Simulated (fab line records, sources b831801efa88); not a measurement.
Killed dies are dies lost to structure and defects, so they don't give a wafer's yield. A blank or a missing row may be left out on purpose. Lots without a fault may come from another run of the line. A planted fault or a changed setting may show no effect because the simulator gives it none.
fab line records | flow gf180mcu
record lots=5 wafers=15 last_day=34
route steps=602 shown MVSD@71 MVPSD@78 VT_IMPLANT@90
lots that met no fault: from a run of the same line without faults
start_h: hours from the record's first day to the start of the lot's first wafer shown | wait_h: hours since the lot's step before | " the same as in the row above | L1.1+2: a row that stands for several wafers | - no value, or no start given | * or withheld: withheld | < > ~ a bound
route shown NAME@n: a module of which the file shows steps, and the number in the route of the first | usual: mean/standard deviation of fault-free wafers | same: alike in all rows | chamber/n: place in a boat | sites: the reading at each site | _std_site: their standard deviation | _edge_site: outer sites' mean less inner sites' | radius_mm: how far each site lies from the wafer's centre | mask NAME#n: copy n | behind: the tool/chamber that last shaped the wafer | hold: why the lot was held/for how many hours/how that ended | device: the transistor (n, p or np) that didn't switch | end of line: the same wafers' tests at the end of the route | a step without rows: its recipe alone | killed: dies lost to structure and defects at the first sort, not the wafer's yield | map: a wafer's dies, x killed, . not, _ none there
set.NAME: the setting as run; set.NAME@STEP: as run at that earlier step | model.NAME: the simulator's own value behind a step, which no gauge read
lots at some steps of the route; a table a step, a row a wafer
services: from which hour (start_h, from the record's first day; less than 0 if before it) a tool's chamber was out of use, for how many hours, and why
## steps
# step GF_MVSD_PEB_05
# recipe temp_c=115 time_s=withheld
# usual plate_temp_C=115.01/0.13
# columns lot.wafer tool chamber start_h wait_h plate_temp_C
L078.1 litho_track-02 0 - - 115.06
L078.3 " 0 " " 115.09
L078.4 " 0 " " 114.91
L081.2 litho_track-02 0 - - 114.84
L081.4 " 0 " " 114.94
L081.5 " 0 " " 114.70
L084.2 litho_track-03 0 - - 115.19
L084.4 " 0 " " 115.06
L084.6 " 0 " " 115.21
L086.1 litho_track-02 0 - - 115.18
L086.2 " 0 " " 115.09
L086.3 " 0 " " 115.03
L097.1 litho_track-02 0 - - 115.12
L097.3 " 0 " " 114.87
L097.4 " 0 " " 115.27
# step GF_MVSD_DEVELOP_06
# recipe wall_angle_deg=90 develop_time_s=60 dev_temp_c=23
# columns lot.wafer tool chamber start_h wait_h
L078.1+3+4 litho_track-02 0 - -
L081.2+4+5 litho_track-02 0 - -
L084.2+4+6 litho_track-03 0 - -
L086.1+2+3 litho_track-02 0 - -
L097.1+3+4 litho_track-02 0 - -
# step GF_MVSD_OVL_MEAS_07
# usual MVSD_OVL=0.1/0.98
# columns lot.wafer tool chamber start_h wait_h MVSD_OVL[nm]
L078.1 overlay-02 - 106.81 - -0.9
L078.3 " - " " 1.5
L078.4 " - " " 0.5
L081.2 overlay-01 - 123.02 - -0.3
L081.4 " - " " 0.5
L081.5 " - " " -1.0
L084.2 overlay-01 - 142.01 - 0.3
L084.4 " - " " 0.5
L084.6 " - " " 0.4
L086.1 overlay-01 - 153.66 - 1.3
L086.2 " - " " 1.2
L086.3 " - " " 1.1
L097.1 overlay-02 - 214.11 - 0.2
L097.3 " - " " 0.3
L097.4 " - " " 1.2
# step GF_MVSD_IMPLANT_08
# recipe species=P energy_kev=400 dose_cm2=1.6e+13 tilt_deg=0
# usual beam_energy_keV=400.00/0.12
# columns lot.wafer tool chamber start_h wait_h beam_energy_keV
L078.1 implanter-04 0 106.85 0.0 399.93
L078.3 " 0 " " 399.92
L078.4 " 0 " " 399.98
L081.2 implanter-04 0 123.07 0.0 399.94
L081.4 " 0 " " 400.17
L081.5 " 0 " " 399.96
L084.2 implanter-04 0 142.07 0.0 400.04
L084.4 " 0 " " 399.91
L084.6 " 0 " " 400.05
L086.1 implanter-04 0 153.70 0.0 399.96
L086.2 " 0 " " 399.71
L086.3 " 0 " " 400.04
L097.1 implanter-02 0 214.15 0.0 399.71
L097.3 " 0 " " 399.86
L097.4 " 0 " " 399.94
# step GF_MVSD_IMPLANT_09
# recipe species=P energy_kev=100 dose_cm2=5e+12 tilt_deg=0
# usual beam_energy_keV=100.01/0.029
# columns lot.wafer tool chamber start_h wait_h beam_energy_keV
L078.1 implanter-04 0 107.00 0.1 100.01
L078.3 " 0 " " 100.04
L078.4 " 0 " " 99.996
L081.2 implanter-04 0 123.22 0.1 99.991
L081.4 " 0 " " 100.08
L081.5 " 0 " " 99.997
L084.2 implanter-04 0 142.22 0.1 100.03
L084.4 " 0 " " 100.09
L084.6 " 0 " " 100.04
L086.1 implanter-04 0 153.85 0.1 100.04
L086.2 " 0 " " 99.996
L086.3 " 0 " " 99.982
L097.1 implanter-02 0 214.30 0.1 100.02
L097.3 " 0 " " 100.01
L097.4 " 0 " " 100.00
# step GF_MVSD_STRIP_10
# recipe chemistry=O2/N2 power_w=1400 pressure_mtorr=1500 platen_temp_c=250 o2_flow_sccm=3000 n2_flow_sccm=300 overash_fraction=0.5
# usual drypump_motor_current_A=5.7/0.35 heater_power_w=328/7.2 oes_product_au=0.722/0.0044 strip_time_to_endpoint_s=36.97/0.091
# columns lot.wafer tool chamber start_h wait_h drypump_motor_current_A heater_power_w oes_product_au rf_hours_counter_h strip_time_to_endpoint_s
L078.1 plasma_asher-03 0 107.15 0.1 5.4 335 0.724 32 36.98
L078.3 " 1 " " 6.2 331 0.729 - 36.98
L078.4 " 0 " " 5.4 329 0.728 - 37.03
L081.2 plasma_asher-04 0 123.35 0.1 5.2 336 0.713 0 36.92
L081.4 " 0 " " 5.2 322 0.714 - 36.92
L081.5 " 0 " " 5.2 333 0.723 - 36.86
L084.2 plasma_asher-02 1 142.34 0.1 5.9 327 0.720 46 36.83
L084.4 " 0 " " 5.5 319 0.730 - 36.91
L084.6 " 1 " " 5.8 326 0.723 - 36.87
L086.1 plasma_asher-03 0 154.00 0.1 5.4 328 0.726 37 36.90
L086.2 " 1 " " 6.2 332 0.725 37 36.96
L086.3 " 0 " " 5.4 328 0.721 - 37.00
L097.1 plasma_asher-03 1 214.45 0.1 6.2 330 0.726 44 36.89
L097.3 " 1 " " 6.2 331 0.718 - 36.96
L097.4 " 0 " " 5.4 327 0.716 - 36.97
# step GF_MVSD_TW_MEAS_11
# usual MVSD_TW=1573/13
# columns lot.wafer tool chamber start_h wait_h MVSD_TW
L078.1 film_metro-02 - 107.25 0.1 1586
L078.3 " - " " 1587
L078.4 " - " " 1583
L081.2 film_metro-03 - 123.46 0.1 1565
L081.4 " - " " 1554
L081.5 " - " " 1562
L084.2 film_metro-03 - 142.45 0.1 1549
L084.4 " - " " 1559
L084.6 " - " " 1552
L086.1 film_metro-04 - 154.10 0.1 1572
L086.2 " - " " 1565
L086.3 " - " " 1564
L097.1 film_metro-04 - 214.55 0.1 1590
L097.3 " - " " 1598
L097.4 " - " " 1587
# step GF_MVPSD_DEHYDRATE_00
# recipe temp_c=200 time_s=60
# usual plate_temp_C=200.03/0.14
# columns lot.wafer tool chamber start_h wait_h plate_temp_C
L078.1 litho_track-01 0 113.76 6.5 200.19
L078.3 " 0 " " 199.95
L078.4 " 0 " " 199.83
L081.2 litho_track-02 0 130.14 6.7 200.09
L081.4 " 0 " " 199.92
L081.5 " 0 " " 200.03
L084.2 litho_track-04 0 149.94 7.5 199.97
L084.4 " 0 " " 200.04
L084.6 " 0 " " 199.84
L086.1 litho_track-02 0 160.91 6.8 199.90
L086.2 " 0 " " 199.94
L086.3 " 0 " " 199.92
L097.1 litho_track-04 0 222.77 8.2 200.21
L097.3 " 0 " " 199.89
L097.4 " 0 " " 200.05
# step GF_MVPSD_HMDS_01
# recipe prime_time_s=60 prime_temp_c=120
# columns lot.wafer tool chamber start_h wait_h
L078.1+3+4 litho_track-01 0 113.91 0.1
L081.2+4+5 litho_track-02 0 130.29 0.1
L084.2+4+6 litho_track-04 0 150.09 0.1
L086.1+2+3 litho_track-02 0 161.06 0.1
L097.1+3+4 litho_track-04 0 222.92 0.1
# step GF_MVPSD_COAT_02
# recipe spin_rpm=2000 resist_thk_nm=3000
# columns lot.wafer tool chamber start_h wait_h
L078.1+3+4 litho_track-01 0 114.06 0.1
L081.2+4+5 litho_track-02 0 130.44 0.1
L084.2+4+6 litho_track-04 0 150.24 0.1
L086.1+2+3 litho_track-02 0 161.21 0.1
L097.1+3+4 litho_track-04 0 223.07 0.1
# step GF_MVPSD_SOFTBAKE_03
# recipe temp_c=110 time_s=withheld
# usual plate_temp_C=110.04/0.14
# columns lot.wafer tool chamber start_h wait_h plate_temp_C
L078.1 litho_track-01 0 114.21 0.1 110.22
L078.3 " 0 " " 109.84
L078.4 " 0 " " 109.81
L081.2 litho_track-02 0 130.60 0.1 110.16
L081.4 " 0 " " 110.18
L081.5 " 0 " " 110.24
L084.2 litho_track-04 0 150.40 0.1 109.95
L084.4 " 0 " " 110.06
L084.6 " 0 " " 109.81
L086.1 litho_track-02 0 161.36 0.1 109.93
L086.2 " 0 " " 109.93
L086.3 " 0 " " 110.07
L097.1 litho_track-04 0 223.22 0.1 109.85
L097.3 " 0 " " 109.94
L097.4 " 0 " " 110.02
# step GF_MVPSD_EXPOSE_04
# recipe mask_id=MVPSD target_cd_nm=1000 na=0.6 source_shape=conventional sigma_outer=0.6 dose_mj=260
# columns lot.wafer tool chamber start_h wait_h mask
L078.1+3+4 iline_stepper-01 0 - - MVPSD#0
L081.2+4+5 iline_stepper-01 0 - - MVPSD#0
L084.2+4+6 iline_stepper-01 0 - - MVPSD#0
L086.1+2+3 iline_stepper-01 0 - - MVPSD#0
L097.1+3+4 iline_stepper-02 0 - - MVPSD#0
# step GF_MVPSD_PEB_05
# recipe temp_c=115 time_s=withheld
# usual plate_temp_C=114.99/0.13
# columns lot.wafer tool chamber start_h wait_h plate_temp_C
L078.1 litho_track-01 0 - - 114.90
L078.3 " 0 " " 115.04
L078.4 " 0 " " 114.92
L081.2 litho_track-01 0 - - 114.98
L081.4 " 0 " " 114.76
L081.5 " 0 " " 114.87
L084.2 litho_track-04 0 - - 115.06
L084.4 " 0 " " 115.02
L084.6 " 0 " " 114.83
L086.1 litho_track-02 0 - - 114.99
L086.2 " 0 " " 115.00
L086.3 " 0 " " 114.94
L097.1 litho_track-04 0 - - 115.07
L097.3 " 0 " " 114.82
L097.4 " 0 " " 115.23
# step GF_MVPSD_DEVELOP_06
# recipe wall_angle_deg=90 develop_time_s=60 dev_temp_c=23
# columns lot.wafer tool chamber start_h wait_h
L078.1+3+4 litho_track-01 0 - -
L081.2+4+5 litho_track-01 0 - -
L084.2+4+6 litho_track-04 0 - -
L086.1+2+3 litho_track-02 0 - -
L097.1+3+4 litho_track-04 0 - -
# step GF_MVPSD_OVL_MEAS_07
# usual MVPSD_OVL=-0.4/1.5
# columns lot.wafer tool chamber start_h wait_h MVPSD_OVL[nm]
L078.1 overlay-01 - 122.31 - -1.0
L078.3 " - " " 0.1
L078.4 " - " " 0.5
L081.2 overlay-01 - 138.52 - 1.6
L081.4 " - " " 1.1
L081.5 " - " " 1.2
L084.2 overlay-01 - 158.57 - 1.2
L084.4 " - " " 0.2
L084.6 " - " " 2.1
L086.1 overlay-02 - 170.16 - -2.7
L086.2 " - " " -2.5
L086.3 " - " " -2.2
L097.1 overlay-01 - 232.12 - 1.1
L097.3 " - " " 1.0
L097.4 " - " " 0.9
# step GF_MVPSD_IMPLANT_08
# recipe species=B energy_kev=170 dose_cm2=1.5e+13 tilt_deg=0
# usual beam_energy_keV=170.00/0.054
# columns lot.wafer tool chamber start_h wait_h beam_energy_keV
L078.1 implanter-04 0 122.35 0.0 170.03
L078.3 " 0 " " 170.08
L078.4 " 0 " " 169.97
L081.2 implanter-02 0 138.57 0.0 170.08
L081.4 " 0 " " 170.04
L081.5 " 0 " " 170.00
L084.2 implanter-02 0 158.63 0.0 170.07
L084.4 " 0 " " 169.97
L084.6 " 0 " " 170.01
L086.1 implanter-01 0 170.20 0.0 169.97
L086.2 " 0 " " 169.93
L086.3 " 0 " " 169.95
L097.1 implanter-01 0 232.15 0.0 170.04
L097.3 " 0 " " 169.91
L097.4 " 0 " " 170.07
# step GF_MVPSD_IMPLANT_09
# recipe species=B energy_kev=40 dose_cm2=5e+12 tilt_deg=0
# usual beam_energy_keV=40.003/0.013
# columns lot.wafer tool chamber start_h wait_h beam_energy_keV
L078.1 implanter-04 0 122.50 0.1 40.009
L078.3 " 0 " " 39.999
L078.4 " 0 " " 39.992
L081.2 implanter-02 0 138.72 0.1 40.002
L081.4 " 0 " " 40.013
L081.5 " 0 " " 39.991
L084.2 implanter-02 0 158.78 0.1 40.006
L084.4 " 0 " " 39.997
L084.6 " 0 " " 39.994
L086.1 implanter-01 0 170.35 0.1 40.019
L086.2 " 0 " " 39.999
L086.3 " 0 " " 39.998
L097.1 implanter-01 0 232.30 0.1 40.016
L097.3 " 0 " " 40.009
L097.4 " 0 " " 39.998
# step GF_MVPSD_STRIP_10
# recipe chemistry=O2/N2 power_w=1400 pressure_mtorr=1500 platen_temp_c=250 o2_flow_sccm=3000 n2_flow_sccm=300 overash_fraction=0.5
# usual drypump_motor_current_A=5.45/0.19 heater_power_w=326/8.7 oes_product_au=0.722/0.0049 strip_time_to_endpoint_s=36.96/0.11
# columns lot.wafer tool chamber start_h wait_h drypump_motor_current_A heater_power_w oes_product_au rf_hours_counter_h strip_time_to_endpoint_s
L078.1 plasma_asher-02 1 122.65 0.1 5.83 326 0.713 45 37.02
L078.3 " 0 " " 5.51 322 0.715 - 37.17
L078.4 " 1 " " 5.86 327 0.714 - 37.15
L081.2 plasma_asher-01 0 138.85 0.1 5.51 311 0.726 51 36.96
L081.4 " 0 " " 5.52 311 0.721 - 36.90
L081.5 " 1 " " 5.31 323 0.718 - 36.97
L084.2 plasma_asher-04 0 158.90 0.1 5.19 338 0.718 4 37.10
L084.4 " 1 " " 5.56 343 0.723 - 36.93
L084.6 " 1 " " 5.56 344 0.720 - 37.01
L086.1 plasma_asher-04 0 170.50 0.1 5.23 328 0.720 5 37.02
L086.2 " 1 " " 5.61 325 0.715 5 37.00
L086.3 " 0 " " 5.21 326 0.722 - 37.06
L097.1 plasma_asher-04 1 232.45 0.1 5.60 332 0.715 12 36.88
L097.3 " 0 " " 5.19 335 0.719 - 36.81
L097.4 " 1 " " 5.58 337 0.722 - 36.76
# step GF_MVPSD_TW_MEAS_11
# usual MVPSD_TW=551/4.8
# columns lot.wafer tool chamber start_h wait_h MVPSD_TW
L078.1 film_metro-02 - 122.75 0.1 557
L078.3 " - " " 556
L078.4 " - " " 557
L081.2 film_metro-04 - 138.96 0.1 553
L081.4 " - " " 551
L081.5 " - " " 553
L084.2 film_metro-04 - 159.01 0.1 552
L084.4 " - " " 549
L084.6 " - " " 552
L086.1 film_metro-03 - 170.60 0.1 547
L086.2 " - " " 551
L086.3 " - " " 547
L097.1 film_metro-03 - 232.55 0.1 545
L097.3 " - " " 544
L097.4 " - " " 545
# step GF_VT_IMPLANT_DEHYDRATE_00
# recipe temp_c=200 time_s=60
# usual plate_temp_C=199.99/0.16
# columns lot.wafer tool chamber start_h wait_h plate_temp_C
L078.1 litho_track-02 0 129.51 6.8 199.48
L078.3 " 0 " " 199.94
L078.4 " 0 " " 199.76
L081.2 litho_track-03 0 145.93 7.0 199.94
L081.4 " 0 " " 199.74
L081.5 " 0 " " 199.93
L084.2 litho_track-03 0 166.28 7.3 199.98
L084.4 " 0 " " 200.02
L084.6 " 0 " " 200.02
L086.1 litho_track-03 0 177.51 6.9 200.00
L086.2 " 0 " " 199.84
L086.3 " 0 " " 199.92
L097.1 litho_track-03 0 241.36 8.8 200.15
L097.3 " 0 " " 199.88
L097.4 " 0 " " 200.03
# step GF_VT_IMPLANT_HMDS_01
# recipe prime_time_s=60 prime_temp_c=120
# columns lot.wafer tool chamber start_h wait_h
L078.1+3+4 litho_track-02 0 129.66 0.1
L081.2+4+5 litho_track-03 0 146.08 0.1
L084.2+4+6 litho_track-03 0 166.43 0.1
L086.1+2+3 litho_track-03 0 177.66 0.1
L097.1+3+4 litho_track-03 0 241.51 0.1
# step GF_VT_IMPLANT_COAT_02
# recipe resist=NOVOLAK spin_rpm=3000 resist_thk_nm=1000
# columns lot.wafer tool chamber start_h wait_h
L078.1+3+4 litho_track-02 0 129.81 0.1
L081.2+4+5 litho_track-03 0 146.23 0.1
L084.2+4+6 litho_track-03 0 166.58 0.1
L086.1+2+3 litho_track-03 0 177.81 0.1
L097.1+3+4 litho_track-03 0 241.66 0.1
# step GF_VT_IMPLANT_SOFTBAKE_03
# recipe temp_c=90 time_s=60 resist=NOVOLAK
# usual plate_temp_C=90.01/0.13
# columns lot.wafer tool chamber start_h wait_h plate_temp_C
L078.1 litho_track-02 0 129.96 0.1 90.17
L078.3 " 0 " " 89.95
L078.4 " 0 " " 90.10
L081.2 litho_track-03 0 146.38 0.1 90.07
L081.4 " 0 " " 90.25
L081.5 " 0 " " 89.94
L084.2 litho_track-03 0 166.73 0.1 89.89
L084.4 " 0 " " 89.79
L084.6 " 0 " " 89.80
L086.1 litho_track-03 0 177.96 0.1 89.94
L086.2 " 0 " " 89.93
L086.3 " 0 " " 90.06
L097.1 litho_track-03 0 241.81 0.1 90.12
L097.3 " 0 " " 90.06
L097.4 " 0 " " 90.28
# step GF_VT_IMPLANT_EXPOSE_04
# recipe mask_id=LVPWELL_LV_AREA target_cd_nm=600 na=0.6 source_shape=conventional sigma_outer=0.6 dose_mj=140
# columns lot.wafer tool chamber start_h wait_h mask
L078.1+3+4 iline_stepper-02 0 - - LVPWELL_LV_AREA#0
L081.2+4+5 iline_stepper-01 0 - - LVPWELL_LV_AREA#0
L084.2+4+6 iline_stepper-02 0 - - LVPWELL_LV_AREA#0
L086.1+2+3 iline_stepper-02 0 - - LVPWELL_LV_AREA#0
L097.1+3+4 iline_stepper-02 0 - - LVPWELL_LV_AREA#0
# step GF_VT_IMPLANT_PEB_05
# recipe temp_c=withheld time_s=* resist=NOVOLAK
# columns lot.wafer tool chamber start_h wait_h
L078.1+3+4 litho_track-03 0 - -
L081.2+4+5 litho_track-03 0 - -
L084.2+4+6 litho_track-04 0 - -
L086.1+2+3 litho_track-02 0 - -
L097.1+3+4 litho_track-03 0 - -
# step GF_VT_IMPLANT_DEVELOP_06
# recipe develop_time_s=60 dev_temp_c=23
# columns lot.wafer tool chamber start_h wait_h
L078.1+3+4 litho_track-03 0 137.61 0.1
L081.2+4+5 litho_track-03 0 154.03 0.1
L084.2+4+6 litho_track-04 0 175.09 0.1
L086.1+2+3 litho_track-02 0 186.26 0.1
L097.1+3+4 litho_track-03 0 250.71 0.1
# step GF_VT_IMPLANT_OVL_MEAS_07
# usual VT_IMPLANT_OVL=-0.3/1.5
# columns lot.wafer tool chamber start_h wait_h VT_IMPLANT_OVL[nm]
L078.1 overlay-01 - 137.76 0.1 1.6
L078.3 " - " " 2.4
L078.4 " - " " 0.8
L081.2 overlay-02 - 154.16 0.1 -0.8
L081.4 " - " " -1.0
L081.5 " - " " -0.7
L084.2 overlay-02 - 175.22 0.1 0.8
L084.4 " - " " -0.3
L084.6 " - " " 0.1
L086.1 overlay-02 - 186.41 0.1 0.1
L086.2 " - " " 0.3
L086.3 " - " " -0.5
L097.1 overlay-01 - 250.86 0.1 1.4
L097.3 " - " " 1.1
L097.4 " - " " -0.2
# step GF_VT_IMPLANT_IMPLANT_08
# recipe species=BF2 energy_kev=20 dose_cm2=8.29e+12 tilt_deg=7
# usual beam_energy_keV=20.000/0.0062
# columns lot.wafer tool chamber start_h wait_h beam_energy_keV
L078.1 implanter-03 0 137.79 0.0 20.004
L078.3 " 0 " " 19.997
L078.4 " 0 " " 20.004
L081.2 implanter-02 0 154.22 0.0 20.002
L081.4 " 0 " " 20.005
L081.5 " 0 " " 20.003
L084.2 implanter-01 0 175.28 0.0 20.007
L084.4 " 0 " " 20.010
L084.6 " 0 " " 20.002
L086.1 implanter-03 0 186.45 0.0 19.982
L086.2 " 0 " " 19.997
L086.3 " 0 " " 19.995
L097.1 implanter-02 0 250.89 0.0 19.997
L097.3 " 0 " " 20.001
L097.4 " 0 " " 19.994
# step GF_VT_IMPLANT_STRIP_09
# recipe chemistry=O2/N2 power_w=1400 pressure_mtorr=1500 platen_temp_c=250 o2_flow_sccm=3000 n2_flow_sccm=300 overash_fraction=0.5
# usual drypump_motor_current_A=5.6/0.34 heater_power_w=327/9.3 oes_product_au=0.716/0.004 strip_time_to_endpoint_s=12.63/0.036
# columns lot.wafer tool chamber start_h wait_h drypump_motor_current_A heater_power_w oes_product_au rf_hours_counter_h strip_time_to_endpoint_s
L078.1 plasma_asher-01 1 137.94 0.1 5.3 327 0.722 51 12.68
L078.3 " 0 " " 5.5 315 0.724 - 12.67
L078.4 " 1 " " 5.3 322 0.716 - 12.61
L081.2 plasma_asher-01 0 154.34 0.1 5.5 319 0.716 52 12.57
L081.4 " 0 " " 5.6 307 0.715 - 12.58
L081.5 " 0 " " 5.6 305 0.716 - 12.61
L084.2 plasma_asher-04 1 175.40 0.1 5.6 338 0.716 6 12.61
L084.4 " 0 " " 5.2 329 0.716 - 12.62
L084.6 " 0 " " 5.2 320 0.710 - 12.57
L086.1 plasma_asher-03 1 186.60 0.1 6.2 327 0.719 41 12.64
L086.2 " 0 " " 5.4 335 0.718 41 12.67
L086.3 " 1 " " 6.2 327 0.714 - 12.65
L097.1 plasma_asher-04 0 251.04 0.1 5.2 329 0.721 14 12.65
L097.3 " 0 " " 5.2 322 0.719 - 12.65
L097.4 " 1 " " 5.6 330 0.722 - 12.64
# step GF_VT_IMPLANT_TW_MEAS_10
# usual VT_IMPLANT_TW=567/6.6
# columns lot.wafer tool chamber start_h wait_h VT_IMPLANT_TW
L078.1 film_metro-01 - 138.04 0.1 574
L078.3 " - " " 573
L078.4 " - " " 571
L081.2 film_metro-01 - 154.45 0.1 573
L081.4 " - " " 574
L081.5 " - " " 570
L084.2 film_metro-04 - 175.51 0.1 562
L084.4 " - " " 562
L084.6 " - " " 561
L086.1 film_metro-03 - 186.70 0.1 560
L086.2 " - " " 559
L086.3 " - " " 558
L097.1 film_metro-01 - 251.14 0.1 577
L097.3 " - " " 578
L097.4 " - " " 578
# step GF_VT_IMPLANT_DEHYDRATE_11
# recipe temp_c=200 time_s=60
# usual plate_temp_C=199.99/0.16
# columns lot.wafer tool chamber start_h wait_h plate_temp_C
L078.1 litho_track-03 0 144.61 6.6 199.92
L078.3 " 0 " " 200.15
L078.4 " 0 " " 200.10
L081.2 litho_track-03 0 161.98 7.5 199.98
L081.4 " 0 " " 200.04
L081.5 " 0 " " 199.83
L084.2 litho_track-03 0 183.18 7.7 200.08
L084.4 " 0 " " 199.64
L084.6 " 0 " " 200.16
L086.1 litho_track-04 0 193.97 7.3 199.85
L086.2 " 0 " " 199.84
L086.3 " 0 " " 199.93
L097.1 litho_track-04 0 260.17 9.0 200.18
L097.3 " 0 " " 200.02
L097.4 " 0 " " 199.93
# step GF_VT_IMPLANT_HMDS_12
# recipe prime_time_s=60 prime_temp_c=120
# columns lot.wafer tool chamber start_h wait_h
L078.1+3+4 litho_track-03 0 144.76 0.1
L081.2+4+5 litho_track-03 0 162.13 0.1
L084.2+4+6 litho_track-03 0 183.33 0.1
L086.1+2+3 litho_track-04 0 194.12 0.1
L097.1+3+4 litho_track-04 0 260.32 0.1
# step GF_VT_IMPLANT_COAT_13
# recipe resist=NOVOLAK spin_rpm=3000 resist_thk_nm=1000
# columns lot.wafer tool chamber start_h wait_h
L078.1+3+4 litho_track-03 0 144.91 0.1
L081.2+4+5 litho_track-03 0 162.28 0.1
L084.2+4+6 litho_track-03 0 183.48 0.1
L086.1+2+3 litho_track-04 0 194.27 0.1
L097.1+3+4 litho_track-04 0 260.47 0.1
# step GF_VT_IMPLANT_SOFTBAKE_14
# recipe temp_c=90 time_s=60 resist=NOVOLAK
# usual plate_temp_C=89.99/0.12
# columns lot.wafer tool chamber start_h wait_h plate_temp_C
L078.1 litho_track-03 0 145.06 0.1 89.77
L078.3 " 0 " " 89.90
L078.4 " 0 " " 89.96
L081.2 litho_track-03 0 162.43 0.1 90.20
L081.4 " 0 " " 90.07
L081.5 " 0 " " 90.08
L084.2 litho_track-03 0 183.63 0.1 89.79
L084.4 " 0 " " 89.86
L084.6 " 0 " " 89.88
L086.1 litho_track-04 0 194.42 0.1 90.14
L086.2 " 0 " " 90.12
L086.3 " 0 " " 89.89
L097.1 litho_track-04 0 260.62 0.1 89.99
L097.3 " 0 " " 90.16
L097.4 " 0 " " 90.18
# step GF_VT_IMPLANT_EXPOSE_15
# recipe mask_id=Nwell_LV_AREA target_cd_nm=860 na=0.6 source_shape=conventional sigma_outer=0.6 dose_mj=140
# columns lot.wafer tool chamber start_h wait_h mask
L078.1+3+4 iline_stepper-02 0 - - Nwell_LV_AREA#0
L081.2+4+5 iline_stepper-01 0 - - Nwell_LV_AREA#0
L084.2+4+6 iline_stepper-02 0 - - Nwell_LV_AREA#0
L086.1+2+3 iline_stepper-02 0 - - Nwell_LV_AREA#0
L097.1+3+4 iline_stepper-02 0 - - Nwell_LV_AREA#0
# step GF_VT_IMPLANT_PEB_16
# recipe temp_c=withheld time_s=* resist=NOVOLAK
# columns lot.wafer tool chamber start_h wait_h
L078.1+3+4 litho_track-04 0 - -
L081.2+4+5 litho_track-04 0 - -
L084.2+4+6 litho_track-03 0 - -
L086.1+2+3 litho_track-04 0 - -
L097.1+3+4 litho_track-02 0 - -
# step GF_VT_IMPLANT_DEVELOP_17
# recipe develop_time_s=60 dev_temp_c=23
# columns lot.wafer tool chamber start_h wait_h
L078.1+3+4 litho_track-04 0 153.27 0.1
L081.2+4+5 litho_track-04 0 170.44 0.1
L084.2+4+6 litho_track-03 0 192.08 0.1
L086.1+2+3 litho_track-04 0 202.47 0.1
L097.1+3+4 litho_track-02 0 269.36 0.1
# step GF_VT_IMPLANT_OVL_MEAS_18
# usual VT_IMPLANT_01_OVL=-1.2/1.5
# columns lot.wafer tool chamber start_h wait_h VT_IMPLANT_01_OVL[nm]
L078.1 overlay-01 - 153.42 0.1 -2.7
L078.3 " - " " -3.3
L078.4 " - " " -1.9
L081.2 overlay-02 - 170.57 0.1 -3.8
L081.4 " - " " -1.8
L081.5 " - " " -3.8
L084.2 overlay-01 - 192.21 0.1 -2.1
L084.4 " - " " -0.7
L084.6 " - " " -3.1
L086.1 overlay-01 - 202.62 0.1 -0.5
L086.2 " - " " 1.2
L086.3 " - " " -0.8
L097.1 overlay-01 - 269.51 0.1 -3.1
L097.3 " - " " -2.9
L097.4 " - " " -3.2
# step GF_VT_IMPLANT_IMPLANT_19
# recipe species=As energy_kev=100 dose_cm2=4.35e+12 tilt_deg=7
# usual beam_energy_keV=100.00/0.03
# columns lot.wafer tool chamber start_h wait_h beam_energy_keV
L078.1 implanter-03 0 153.45 0.0 99.99
L078.3 " 0 " " 100.01
L078.4 " 0 " " 100.01
L081.2 implanter-02 0 170.63 0.0 100.01
L081.4 " 0 " " 100.00
L081.5 " 0 " " 100.02
L084.2 implanter-03 0 192.27 0.0 100.01
L084.4 " 0 " " 100.05
L084.6 " 0 " " 100.00
L086.1 implanter-02 0 202.65 0.0 99.97
L086.2 " 0 " " 100.01
L086.3 " 0 " " 99.98
L097.1 implanter-02 0 269.55 0.0 100.00
L097.3 " 0 " " 99.97
L097.4 " 0 " " 100.03
# step GF_VT_IMPLANT_STRIP_20
# recipe chemistry=O2/N2 power_w=1400 pressure_mtorr=1500 platen_temp_c=250 o2_flow_sccm=3000 n2_flow_sccm=300 overash_fraction=0.5
# usual drypump_motor_current_A=5.6/0.34 heater_power_w=328/8.8 oes_product_au=0.717/0.0048 strip_time_to_endpoint_s=12.63/0.038
# columns lot.wafer tool chamber start_h wait_h drypump_motor_current_A heater_power_w oes_product_au rf_hours_counter_h strip_time_to_endpoint_s
L078.1 plasma_asher-04 0 153.60 0.1 5.2 330 0.718 3 12.62
L078.3 " 1 " " 5.6 346 0.718 - 12.61
L078.4 " 0 " " 5.2 336 0.717 - 12.63
L081.2 plasma_asher-03 0 170.75 0.1 5.4 323 0.721 39 12.61
L081.4 " 0 " " 5.4 331 0.726 - 12.61
L081.5 " 0 " " 5.4 329 0.712 - 12.63
L084.2 plasma_asher-01 1 192.39 0.1 5.3 328 0.716 56 12.64
L084.4 " 1 " " 5.3 325 0.711 - 12.64
L084.6 " 1 " " 5.3 322 0.711 - 12.65
L086.1 plasma_asher-03 1 202.80 0.1 6.3 338 0.710 42 12.63
L086.2 " 0 " " 5.4 326 0.717 42 12.67
L086.3 " 0 " " 5.4 324 0.713 - 12.66
L097.1 plasma_asher-01 0 269.70 0.1 5.5 307 0.723 65 12.61
L097.3 " 0 " " 5.5 312 0.719 - 12.60
L097.4 " 1 " " 5.3 326 0.719 - 12.61
# step GF_VT_IMPLANT_TW_MEAS_21
# usual VT_IMPLANT_2_TW=1225/15
# columns lot.wafer tool chamber start_h wait_h VT_IMPLANT_2_TW
L078.1 film_metro-04 - 153.70 0.1 1210
L078.3 " - " " 1207
L078.4 " - " " 1211
L081.2 film_metro-03 - 170.86 0.1 1205
L081.4 " - " " 1207
L081.5 " - " " 1202
L084.2 film_metro-01 - 192.50 0.1 1228
L084.4 " - " " 1237
L084.6 " - " " 1225
L086.1 film_metro-01 - 202.90 0.1 1235
L086.2 " - " " 1225
L086.3 " - " " 1232
L097.1 film_metro-03 - 269.80 0.1 1206
L097.3 " - " " 1202
L097.4 " - " " 1201
## services
# columns tool chamber start_h hours kind
implanter-02 - 101.59 35.9 repair
plasma_asher-04 - 108.75 9.0 pm
plasma_asher-04 0 108.75 9.0 vent_cycle
plasma_asher-04 1 108.75 9.0 vent_cycle
implanter-04 - 111.65 3.2 pm
plasma_asher-04 0 117.75 - clean
plasma_asher-04 1 117.75 - clean
iline_stepper-02 - 130.39 1.7 pm
iline_stepper-01 - 140.51 1.7 pm
implanter-02 - 148.82 2.2 repair
implanter-01 - 156.63 5.1 pm
plasma_asher-02 - 164.89 1.2 repair
iline_stepper-01 - 220.78 2.1 pm
iline_stepper-01 - 222.87 - consumable_replace:lamp
implanter-04 - 223.22 3.4 pm
implanter-03 - 232.56 3.7 repair
implanter-01 - 240.11 2.9 repair
implanter-02 - 240.77 1.6 repair
implanter-04 - 246.92 1.5 repair
plasma_asher-03 - 249.42 14.6 pm
implanter-01 - 256.84 2.4 repair
iline_stepper-02 - 257.37 0.6 repair
## key
fault none
